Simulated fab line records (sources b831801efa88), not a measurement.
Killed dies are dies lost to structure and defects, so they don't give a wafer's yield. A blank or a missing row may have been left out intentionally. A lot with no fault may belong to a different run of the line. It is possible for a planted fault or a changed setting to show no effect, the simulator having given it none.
fab line records    flow sky130
record lots=13  wafers=36  last-day=50
route steps=708 shown DNWELL@43 PWDE@52 VT_ADJUST_HVTP@89 VT_ADJUST_NCORE@127
lots that met no fault: taken from a fault-free run of the same line
start-h: start of the lot's first displayed wafer, in hours after the record's first day    wait-h: how many hours have passed since the lot's step before this one    " as in the row above    L1.1+2: a row that stands for several wafers    - either no value or no given start    * or withheld: withheld    < > ~ a bound
route shown NAME@n: names a module that has steps shown in the file, with the first one's number in the route    usual: the fault-free wafers' mean and standard deviation    same: alike in all rows    chamber/n: place in a boat    sites: readings site by site    _std_site: their standard deviation    _edge_site: the outer-site mean with the inner-site mean subtracted    radius-mm: for every site, how far away it sits from the centre of the wafer    mask NAME#n: copy n    behind: the tool/chamber that last shaped the wafer    hold: reason for holding the lot/hours on hold/outcome of the hold    device: transistor that didn't switch, given as n, p or np    end of line: the route-end tests of the same wafers    a step with no rows: only its recipe    killed: count of dies lost to structure and defects at first sort (not the wafer's yield)    map: the dies of a wafer, with x for killed, . for not killed, _ for no die there
set.NAME: the setting the step ran with; set.NAME@STEP: the setting that earlier step ran with    model.NAME: the simulator's own value behind a step, which no gauge read
steps of the route over a sample of lots; a table a step, a row a wafer
services: a tool's chamber out of use, with start hour (start-h, from the record's first day; less than 0 if before it), hours out, and reason
## steps
# step SKY_DNWELL_STRIP_08
# recipe chemistry=O2/N2  power-w=1400  pressure-mtorr=1500  platen-temp-c=withheld  o2-flow-sccm=3000  n2-flow-sccm=300  overash-fraction=0.5
# usual drypump-motor-current-A=5.7/0.43  o2-flow-sccm=3000/9.2  oes-product-au=0.723/0.0048  strip-time-to-endpoint-s=36.97/0.11
lot.wafer  tool             chamber  start-h  wait-h  drypump-motor-current-A  o2-flow-sccm  oes-product-au  rf-hours-counter-h  strip-time-to-endpoint-s
L884.2     plasma-asher-01  0        53.65    0.1     5.5                      2998          0.721           38                  36.96
L884.4     "                1        "        "       5.4                      2996          0.723           -                   36.97
L884.6     "                1        "        "       5.4                      2987          0.719           -                   36.79
L885.1     plasma-asher-01  0        60.35    0.1     5.5                      2979          0.721           38                  36.84
L885.3     "                1        "        "       5.4                      2990          0.719           -                   36.82
L885.5     "                1        "        "       5.4                      2993          0.710           -                   36.82
L888.2     plasma-asher-02  1        77.15    0.1     6.4                      2988          0.722           40                  36.96
L888.3     "                0        "        "       6.3                      2987          0.727           -                   37.06
L888.5     "                1        "        "       6.4                      2990          0.723           -                   36.94
L890.1     plasma-asher-04  1        86.40    0.1     5.7                      3001          0.716           29                  36.94
L890.4     "                0        "        "       5.1                      3005          0.720           -                   37.00
L890.5     "                0        "        "       5.2                      3007          0.730           -                   36.93
L891.2     plasma-asher-01  0        90.40    0.1     5.5                      3016          0.724           41                  37.04
L891.3     "                0        "        "       5.5                      2993          0.722           -                   36.99
L891.6     "                1        "        "       5.4                      2991          0.726           -                   37.00
L893.4     plasma-asher-02  0        102.48   0.1     6.3                      3008          0.722           -                   37.02
L893.5     "                0        "        "       6.3                      3005          0.723           -                   37.05
L894.3     plasma-asher-02  1        108.93   0.1     6.5                      3005          0.729           -                   37.02
L894.4     "                0        "        "       6.3                      2998          0.717           -                   36.93
L895.3     plasma-asher-02  1        115.23   0.1     6.4                      3005          0.728           -                   37.15
L895.5     "                0        "        "       6.2                      3000          0.718           -                   37.09
L901.1     plasma-asher-01  0        146.60   0.1     5.5                      3009          0.722           2                   36.96
L901.5     "                0        "        "       5.5                      3002          0.719           -                   36.95
L901.6     "                1        "        "       5.4                      2994          0.720           -                   36.92
L903.4     plasma-asher-01  0        154.98   0.1     5.5                      2993          0.713           -                   37.00
L903.5     "                1        "        "       5.4                      3001          0.726           -                   36.94
L903.6     "                0        "        "       5.5                      2991          0.730           -                   37.02
L904.1     plasma-asher-01  1        162.35   0.1     5.4                      3004          0.716           4                   37.08
L904.5     "                0        "        "       5.5                      2988          0.723           -                   36.91
L904.6     "                1        "        "       5.4                      2994          0.724           -                   36.88
L905.2     plasma-asher-01  1        167.11   0.1     5.4                      3020          0.721           4                   36.80
L905.4     "                0        "        "       5.5                      3004          0.720           -                   36.80
L905.5     "                1        "        "       5.4                      3021          0.729           -                   36.80
L906.1     plasma-asher-01  1        172.10   0.1     5.4                      2997          0.722           5                   36.84
L906.2     "                0        "        "       5.5                      3002          0.728           5                   36.90
L906.3     "                0        "        "       5.5                      3013          0.716           -                   36.91
# step SKY_PWDE_OVL_MEAS_07
# usual PWDE_OVL=0.3/1.1
lot.wafer  tool        chamber  start-h  wait-h  PWDE_OVL[nm]
L884.2     overlay-01  -        69.66    -       -0.7
L884.4     "           -        "        "       0.0
L884.6     "           -        "        "       -0.1
L885.1     overlay-01  -        77.05    -       0.3
L885.3     "           -        "        "       0.3
L885.5     "           -        "        "       1.8
L888.2     overlay-01  -        94.50    -       -0.9
L888.3     "           -        "        "       -1.6
L888.5     "           -        "        "       -1.5
L890.1     overlay-02  -        103.89   -       0.6
L890.4     "           -        "        "       0.7
L890.5     "           -        "        "       2.2
L891.2     overlay-01  -        108.35   -       -1.2
L891.3     "           -        "        "       -0.7
L891.6     "           -        "        "       -0.7
L893.4     overlay-02  -        120.47   -       2.1
L893.5     "           -        "        "       1.3
L894.3     overlay-02  -        128.31   -       1.4
L894.4     "           -        "        "       0.9
L895.3     overlay-02  -        134.46   -       0.9
L895.5     "           -        "        "       2.0
L901.1     overlay-01  -        166.79   -       2.0
L901.5     "           -        "        "       1.2
L901.6     "           -        "        "       1.0
L903.4     overlay-02  -        176.32   -       -2.1
L903.5     "           -        "        "       -0.9
L903.6     "           -        "        "       -2.0
L904.1     overlay-01  -        183.39   -       0.6
L904.5     "           -        "        "       0.2
L904.6     "           -        "        "       0.4
L905.2     overlay-01  -        188.55   -       0.5
L905.4     "           -        "        "       -0.3
L905.5     "           -        "        "       -0.1
L906.1     overlay-01  -        192.85   -       0.0
L906.2     "           -        "        "       0.2
L906.3     "           -        "        "       0.6
# step SKY_VT_ADJUST_HVTP_EXPOSE_04
# recipe mask-id=HVTPM  na=0.6  source-shape=conventional  sigma-outer=0.6  polarization=unpolarized  target-cd-nm=380  dose-mj=140
# usual focus-offset-nm=0.1/0.47
lot.wafer  tool              chamber  start-h  wait-h  mask     focus-offset-nm
L884.2     iline-stepper-01  0        114.62   -       HVTPM#0  -0.2
L884.4     "                 0        "        "       HVTPM#0  0.1
L884.6     "                 0        "        "       HVTPM#0  -0.3
L885.1     iline-stepper-02  0        123.48   -       HVTPM#0  0.1
L885.3     "                 0        "        "       HVTPM#0  0.0
L885.5     "                 0        "        "       HVTPM#0  0.5
L888.2     iline-stepper-01  0        141.72   -       HVTPM#0  0.1
L888.3     "                 0        "        "       HVTPM#0  -0.2
L888.5     "                 0        "        "       HVTPM#0  -0.3
L890.1     iline-stepper-01  0        153.38   -       HVTPM#0  -0.1
L890.4     "                 0        "        "       HVTPM#0  -0.2
L890.5     "                 0        "        "       HVTPM#0  0.0
L891.2     iline-stepper-01  0        160.17   -       HVTPM#0  0.7
L891.3     "                 0        "        "       HVTPM#0  0.3
L891.6     "                 0        "        "       HVTPM#0  0.3
L893.4     iline-stepper-01  0        172.40   -       HVTPM#0  0.6
L893.5     "                 0        "        "       HVTPM#0  -0.1
L894.3     iline-stepper-01  0        179.63   -       HVTPM#0  0.7
L894.4     "                 0        "        "       HVTPM#0  0.5
L895.3     iline-stepper-01  0        187.68   -       HVTPM#0  0.6
L895.5     "                 0        "        "       HVTPM#0  0.4
L901.1     iline-stepper-02  0        222.52   -       HVTPM#0  -0.4
L901.5     "                 0        "        "       HVTPM#0  -0.1
L901.6     "                 0        "        "       HVTPM#0  0.7
L903.4     iline-stepper-02  0        232.44   -       HVTPM#0  0.8
L903.5     "                 0        "        "       HVTPM#0  0.8
L903.6     "                 0        "        "       HVTPM#0  0.2
L904.1     iline-stepper-02  0        239.35   -       HVTPM#0  -0.2
L904.5     "                 0        "        "       HVTPM#0  0.1
L904.6     "                 0        "        "       HVTPM#0  -0.2
L905.2     iline-stepper-01  0        245.21   -       HVTPM#0  -0.6
L905.4     "                 0        "        "       HVTPM#0  -0.8
L905.5     "                 0        "        "       HVTPM#0  -1.1
L906.1     iline-stepper-01  0        250.89   -       HVTPM#0  0.0
L906.2     "                 0        "        "       HVTPM#0  0.9
L906.3     "                 0        "        "       HVTPM#0  -0.1
# step SKY_VT_ADJUST_HVTP_CD_MEAS_07
# recipe target-cd-nm=380
# usual cd-nm=379.5/2
lot.wafer  tool       chamber  start-h  wait-h  cd-nm
L884.2     cd-sem-01  -        123.79   0.1     381.7
L884.4     "          -        "        "       379.1
L884.6     "          -        "        "       382.8
L885.1     cd-sem-01  -        133.49   0.1     378.3
L885.3     "          -        "        "       378.8
L885.5     "          -        "        "       379.4
L888.2     cd-sem-01  -        151.26   0.1     377.1
L888.3     "          -        "        "       379.7
L888.5     "          -        "        "       381.0
L890.1     cd-sem-01  -        163.09   0.2     376.2
L890.4     "          -        "        "       377.1
L890.5     "          -        "        "       378.1
L891.2     cd-sem-01  -        169.42   0.1     381.5
L891.3     "          -        "        "       380.3
L891.6     "          -        "        "       382.0
L893.4     cd-sem-01  -        183.45   0.1     377.9
L893.5     "          -        "        "       369.2
L894.3     cd-sem-01  -        189.29   0.1     371.1
L894.4     "          -        "        "       381.4
L895.3     cd-sem-02  -        198.23   0.1     370.2
L895.5     "          -        "        "       371.6
L901.1     cd-sem-02  -        234.25   0.1     381.8
L901.5     "          -        "        "       381.0
L901.6     "          -        "        "       380.9
L903.4     cd-sem-01  -        242.90   0.1     383.3
L903.5     "          -        "        "       380.5
L903.6     "          -        "        "       376.9
L904.1     cd-sem-02  -        251.20   0.1     383.2
L904.5     "          -        "        "       382.9
L904.6     "          -        "        "       382.2
L905.2     cd-sem-01  -        257.11   0.1     385.1
L905.4     "          -        "        "       382.2
L905.5     "          -        "        "       383.6
L906.1     cd-sem-02  -        261.70   0.1     379.4
L906.2     "          -        "        "       379.2
L906.3     "          -        "        "       379.7
# step SKY_VT_ADJUST_NCORE_OVL_MEAS_08
# usual VT_ADJUST_NCORE_OVL=-0.8/1.3
lot.wafer  tool        chamber  start-h  wait-h  VT_ADJUST_NCORE_OVL[nm]
L884.2     overlay-01  -        186.22   0.1     0.6
L884.4     "           -        "        "       -2.2
L884.6     "           -        "        "       -0.5
L885.1     overlay-01  -        196.54   0.1     -2.8
L885.3     "           -        "        "       -1.3
L885.5     "           -        "        "       -2.0
L888.2     overlay-01  -        215.62   0.1     -1.9
L888.3     "           -        "        "       -3.1
L888.5     "           -        "        "       -3.0
L890.1     overlay-02  -        229.82   0.1     0.4
L890.4     "           -        "        "       0.2
L890.5     "           -        "        "       -0.2
L891.2     overlay-02  -        235.52   0.1     -3.3
L891.3     "           -        "        "       -0.7
L891.6     "           -        "        "       -1.9
L893.4     overlay-01  -        250.98   0.1     -0.4
L893.5     "           -        "        "       -0.7
L894.3     overlay-02  -        257.78   0.1     1.7
L894.4     "           -        "        "       1.0
L895.3     overlay-01  -        267.78   0.1     -1.0
L895.5     "           -        "        "       -0.5
L901.1     overlay-01  -        307.77   0.1     -1.0
L901.5     "           -        "        "       -3.2
L901.6     "           -        "        "       -0.2
L903.4     overlay-02  -        317.83   0.1     -2.2
L903.5     "           -        "        "       -1.7
L903.6     "           -        "        "       -0.2
L904.1     overlay-02  -        326.01   0.1     -1.4
L904.5     "           -        "        "       -1.7
L904.6     "           -        "        "       -0.9
L905.2     overlay-02  -        333.27   0.1     -1.6
L905.4     "           -        "        "       0.1
L905.5     "           -        "        "       -0.8
L906.1     overlay-01  -        338.41   0.1     -0.7
L906.2     "           -        "        "       0.0
L906.3     "           -        "        "       -1.5
## services
tool              chamber  start-h  hours  kind
plasma-asher-01   -        44.87    1.0    repair
iline-stepper-02  -        63.98    1.7    pm
plasma-asher-02   -        81.40    15.6   pm
plasma-asher-01   -        108.75   9.0    pm
plasma-asher-01   0        108.75   9.0    vent-cycle
plasma-asher-01   1        108.75   9.0    vent-cycle
plasma-asher-01   0        117.75   -      clean
plasma-asher-01   1        117.75   -      clean
plasma-asher-01   -        119.02   2.1    repair
plasma-asher-04   -        119.09   2.5    repair
plasma-asher-04   -        158.07   13.2   repair
plasma-asher-01   -        158.55   2.8    pm
plasma-asher-02   -        176.10   2.6    repair
iline-stepper-01  -        197.23   2.1    pm
iline-stepper-01  -        199.32   -      consumable-replace:lamp
iline-stepper-01  -        202.12   1.7    pm
iline-stepper-01  -        225.11   16.3   repair
plasma-asher-02   -        234.23   2.8    pm
## key
first-sign step=SKY_VT_ADJUST_HVTP_CD_MEAS_07  reading=cd-nm  direction=down  sigmas=4.4  usual=379.5  struck=370.5
effect none on later readings
met-at SKY_VT_ADJUST_HVTP_EXPOSE_04
struck-lots L893,L894,L895
struck-wafers L893.5,L894.3,L895.3,L895.5
tester-left-out L893,L894,L895
not-acting-at SKY_DNWELL_STRIP_08,SKY_PWDE_OVL_MEAS_07,SKY_VT_ADJUST_NCORE_OVL_MEAS_08
onset-between 160.17 172.40
fault kind=process-parameter-drift  tool=iline-stepper-01  chamber=-  onset-h=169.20  steps=SKY_VT_ADJUST_HVTP_EXPOSE_04  channel=focus-nm  offset=631.54  shape=step  end-h=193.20  scope=struck-wafers-only
# tester-left-out: of these lots the tester's yield and bins aren't shown, on N5 and GAA mostly nor the transistor test; their killed dies are dies lost to structure and defects alone, not to doping, threshold or leakage, so they don't give the yield
